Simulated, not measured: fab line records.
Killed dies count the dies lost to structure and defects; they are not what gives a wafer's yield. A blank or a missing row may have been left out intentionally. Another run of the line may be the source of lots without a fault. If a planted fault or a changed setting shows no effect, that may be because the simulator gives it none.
What tool caused it?	flow sfq line	Sampling: 13 lots, 39 wafers, 7 of 325 route steps

== WHAT THE GAUGES READ, wafer by wafer ==
SFQ_L0_RS_MEAS_901: the measuring method here is four-point-probe. Usual: L0_MONX_KI_RS gives 43.5 ohm/sq (standard deviation 0.41).
lot	measured	on	L0_MONX_KI_RS (ohm/sq)	flag
L785	day 1 12:34	film metro-03	43.0 43.6 43.6	
L786	day 1 17:34	film metro-01	43.4 43.4 43.5	
L787	day 1 22:34	film metro-01	44.0 44.0 44.2	
L788	day 2 03:35	film metro-04	43.3 43.2 43.2	
L789	day 2 08:36	film metro-04	43.2 43.4 43.6	
L790	day 2 13:34	film metro-03	43.5 43.6 43.3	
L791	day 2 18:34	film metro-01	43.0 42.4 42.8	
L793	day 3 04:36	film metro-04	43.9 40.3 43.7	
L795	day 3 14:36	film metro-03	43.7 43.6 43.5	
L800	day 4 15:35	film metro-04	43.6 43.9 44.0	
L801	day 4 20:36	film metro-01	43.4 43.3 43.4	
L807	day 6 02:34	film metro-03	43.6 43.8 44.3	
L808	day 6 07:34	film metro-03	43.1 44.0 43.4	

SFQ_L0_THK_MEAS_902: measures by xrf. Usual: L0_MONX_KI_THK gives 39.7 nm (standard deviation 0.45).
lot	measured	on	L0_MONX_KI_THK (nm)	flag
L785	day 1 12:41	film metro-03	40.1 39.3 39.2	
L786	day 1 17:41	film metro-01	39.9 40.2 39.7	
L787	day 1 22:41	film metro-01	39.7 39.4 39.6	
L788	day 2 03:41	film metro-04	40.2 40.4 40.1	
L789	day 2 08:42	film metro-04	40.5 39.9 40.0	
L790	day 2 13:41	film metro-03	39.8 39.8 39.9	
L791	day 2 18:41	film metro-01	40.7 41.1 40.5	
L793	day 3 04:42	film metro-04	39.7 42.9 39.7	
L795	day 3 14:42	film metro-03	39.1 39.3 39.3	
L800	day 4 15:41	film metro-04	39.7 39.5 39.3	
L801	day 4 20:42	film metro-01	39.6 39.8 40.0	
L807	day 6 02:41	film metro-03	39.5 39.2 38.8	
L808	day 6 07:41	film metro-03	39.9 38.9 39.5	

SFQ_M4_OVL_MEAS_926. Usual: M4_OVL gives -4 nm (standard deviation 6.2).
lot	measured	on	M4_OVL (nm)	flag
L785	day 53 04:04	overlay-01	-12 -17 -14	
L786	day 54 04:19	overlay-02	-8 -8 -4	
L787	day 54 07:55	overlay-02	-9 -13 -9	
L788	day 54 11:32	overlay-02	-8 -7 -8	
L789	day 55 03:08	overlay-02	3 3 4	
L790	day 55 12:31	overlay-01	0 1 -4	
L791	day 55 14:03	overlay-02	-15 -10 -13	
L793	day 57 05:23	overlay-01	4 0 -4	
L795	day 57 17:23	overlay-02	10 -1 2	
L800	day 61 18:41	overlay-01	-4 -3 -3	
L801	day 61 19:53	overlay-01	-9 -6 -11	
L807	day 62 05:28	overlay-01	-18 -11 -12	
L808	day 62 07:52	overlay-02	-4 -9 -5	

== TOOL THAT RAN EACH LOT (tool first, then ch and the chambers of the sampled wafers, then the start) ==
lot	SFQ_TRILAYER_L0_DEP_SPUTTER_003	SFQ_TRILAYER_L0_ETCH_METAL_ETCH_008	SFQ_TRILAYER_L0_CAP_PECVD_011	SFQ_TRILAYER_M2_ETCH_METAL_ETCH_060
L785	pvd sputter-05, day 1 12:29	rie metal-03 ch 0,1, day 4 14:58	pecvd-02 ch 0,2, day 4 15:47	rie metal-04 ch 0,1, day 33 10:28
L786	pvd sputter-03, day 1 17:29	rie metal-01 ch 1, day 4 17:26	pecvd-01 ch 1,2, day 4 18:54	rie metal-03 ch 0,1, day 33 17:52
L787	pvd sputter-05, day 1 22:29	rie metal-01 ch 0,1, day 5 00:34	pecvd-01 ch 1,2, day 5 01:25	rie metal-04 ch 0,1, day 40 02:02
L788	pvd sputter-05, day 2 03:29	rie metal-04 ch 0,1, day 5 06:34	pecvd-02 ch 1,2, day 5 07:23	rie metal-04 ch 0,1, day 40 14:50
L789	pvd sputter-05, day 2 08:29	rie metal-03 ch 0,1, day 5 10:11	pecvd-03 ch 0,1,2, day 5 10:59	rie metal-03 ch 0,1, day 41 09:43
L790	pvd sputter-06, day 2 13:29	rie metal-01 ch 0,1, day 5 20:58	pecvd-02 ch 1,2, day 5 21:49	rie metal-02 ch 1, day 42 02:48
L791	pvd sputter-06, day 2 18:29	rie metal-04 ch 0,1, day 6 02:47	pecvd-01 ch 0,2, day 6 03:36	rie metal-03 ch 0,1, day 42 16:52
L793	pvd sputter-06, day 3 04:29	rie metal-04 ch 0,1, day 7 13:07	pecvd-02 ch 0,1, day 7 13:55	rie metal-04 ch 0,1, day 43 19:19
L795	pvd sputter-03, day 3 14:29	rie metal-01 ch 0,1, day 7 20:19	pecvd-03 ch 0,1,2, day 7 21:08	rie metal-04 ch 0,1, day 44 08:31
L800	pvd sputter-03, day 4 15:29	rie metal-01 ch 0,1, day 9 03:30	pecvd-03 ch 0,2, day 9 04:20	rie metal-03 ch 0,1, day 46 20:54
L801	pvd sputter-05, day 4 20:29	rie metal-04 ch 0,1, day 9 09:31	pecvd-02 ch 1,2, day 9 10:19	rie metal-03 ch 0,1, day 47 14:01
L807	pvd sputter-03, day 6 02:29	rie metal-04 ch 0,1, day 10 18:02	pecvd-02 ch 0,2, day 10 18:52	rie metal-03 ch 0, day 48 23:03
L808	pvd sputter-06, day 6 07:29	rie metal-03 ch 1, day 10 21:38	pecvd-03 ch 0,1, day 10 22:28	rie metal-04 ch 0,1, day 49 06:11
- SFQ_TRILAYER_L0_DEP_SPUTTER_003: material MoNx KI, target thk 40 nm, time 100 s.
- SFQ_TRILAYER_L0_ETCH_METAL_ETCH_008: etches MoNx KI in SF6/O2, stops on SiO2, target depth 50 nm, time 25 s.
- SFQ_TRILAYER_L0_CAP_PECVD_011: deposits SiO2 from SiH4/N2O, time 13.333 s, target thk 60 nm.
- SFQ_TRILAYER_M2_ETCH_METAL_ETCH_060: etches Nb in Cl2/Ar, stops on SiO2, target depth 240 nm, time 120 s.

== AS READ BY THE TOOLS THEMSELVES (means over the sampled wafers that have a number; for cases with no such wafer, the mark the record gives instead) ==
SFQ_TRILAYER_L0_DEP_SPUTTER_003. Usual: throttle valve pct 29.9 %, standard deviation 1.
lot	tool	throttle valve pct (%)	flag
L785	pvd sputter-05	30.4	
L786	pvd sputter-03	30.7	
L787	pvd sputter-05	30.2	
L788	pvd sputter-05	30.3	
L789	pvd sputter-05	29.9	
L790	pvd sputter-06	28.6	
L791	pvd sputter-06	28.4	
L793	pvd sputter-06	29.5	
L795	pvd sputter-03	29.4	
L800	pvd sputter-03	29.4	
L801	pvd sputter-05	30.8	
L807	pvd sputter-03	29.4	
L808	pvd sputter-06	28.4	

SFQ_TRILAYER_L0_ETCH_METAL_ETCH_008. Usual: drypump motor current A 5.6 A, standard deviation 0.41; he backside leak sccm 3.42 sccm, standard deviation 0.22; oes product au 0.874 a.u., standard deviation 0.0067.
lot	tool	drypump motor current A (A)	he backside leak sccm (sccm)	oes product au (a.u.)	flag
L785	rie metal-03	5.0	3.54	0.873	
L786	rie metal-01	5.4	3.84	0.874	
L787	rie metal-01	5.7	3.30	0.869	
L788	rie metal-04	5.8	3.09	0.876	
L789	rie metal-03	5.0	3.70	0.880	
L790	rie metal-01	5.6	3.46	0.873	
L791	rie metal-04	6.0	3.36	0.886	
L793	rie metal-04	6.0	3.43	0.880	
L795	rie metal-01	5.6	3.44	0.874	
L800	rie metal-01	5.5	3.46	0.865	
L801	rie metal-04	6.0	3.30	0.873	
L807	rie metal-04	5.8	3.27	0.872	
L808	rie metal-03	4.8	3.41	0.875	

SFQ_TRILAYER_L0_CAP_PECVD_011. Usual: chamber pressure Torr 2.400 Torr, standard deviation 0.0051; heater power w 77 W, standard deviation 11; throttle valve pct 24.6 %, standard deviation 1.4.
lot	tool	chamber pressure Torr (Torr)	heater power w (W)	throttle valve pct (%)	flag
L785	pecvd-02	2.400	89	23.3	
L786	pecvd-01	2.401	75	25.2	
L787	pecvd-01	2.400	67	26.0	
L788	pecvd-02	2.402	80	23.3	
L789	pecvd-03	2.398	64	25.0	
L790	pecvd-02	2.397	82	23.2	
L791	pecvd-01	2.400	58	25.9	
L793	pecvd-02	2.399	87	24.5	
L795	pecvd-03	2.404	68	25.3	
L800	pecvd-03	2.395	67	24.5	
L801	pecvd-02	2.392	79	23.5	
L807	pecvd-02	2.400	94	23.8	
L808	pecvd-03	2.402	74	26.4	

SFQ_TRILAYER_M2_ETCH_METAL_ETCH_060. Usual: drypump motor current A 5.7 A, standard deviation 0.5; he backside leak sccm 3.5 sccm, standard deviation 0.32; oes product au 0.892 a.u., standard deviation 0.0067.
lot	tool	drypump motor current A (A)	he backside leak sccm (sccm)	oes product au (a.u.)	flag
L785	rie metal-04	6.0	3.4	0.891	
L786	rie metal-03	5.4	3.6	0.893	
L787	rie metal-04	6.0	3.3	0.898	
L788	rie metal-04	5.8	3.2	0.894	
L789	rie metal-03	5.3	3.5	0.894	
L790	rie metal-02	6.3	3.6	0.896	
L791	rie metal-03	5.3	4.4	0.894	
L793	rie metal-04	5.8	3.2	0.889	
L795	rie metal-04	5.7	3.4	0.892	
L800	rie metal-03	5.3	3.6	0.897	
L801	rie metal-03	5.3	3.6	0.898	
L807	rie metal-03	5.5	3.7	0.897	
L808	rie metal-04	6.0	3.5	0.896	

== THE ANSWER, worked out from the rows above alone ==
Rule: a lot counts as off when the mean over its wafers that have a number is more than 3 standard deviations away from the usual mean. A lot without any number at a reading at which 4 lots or more have one is off too. Any other lot the step has rows for is counted as sound. Order of review: gauges by route order, followed by the tools' own readings, for which a lot's mean as printed above is used. The first step at which some lot is off is used, and at that step the reading that is off furthest; a lot without a number counts as furthest.
No lot is off at any reading shown: from this, nothing can be told.

== WHAT THE SIMULATOR HAD INSERTED ==
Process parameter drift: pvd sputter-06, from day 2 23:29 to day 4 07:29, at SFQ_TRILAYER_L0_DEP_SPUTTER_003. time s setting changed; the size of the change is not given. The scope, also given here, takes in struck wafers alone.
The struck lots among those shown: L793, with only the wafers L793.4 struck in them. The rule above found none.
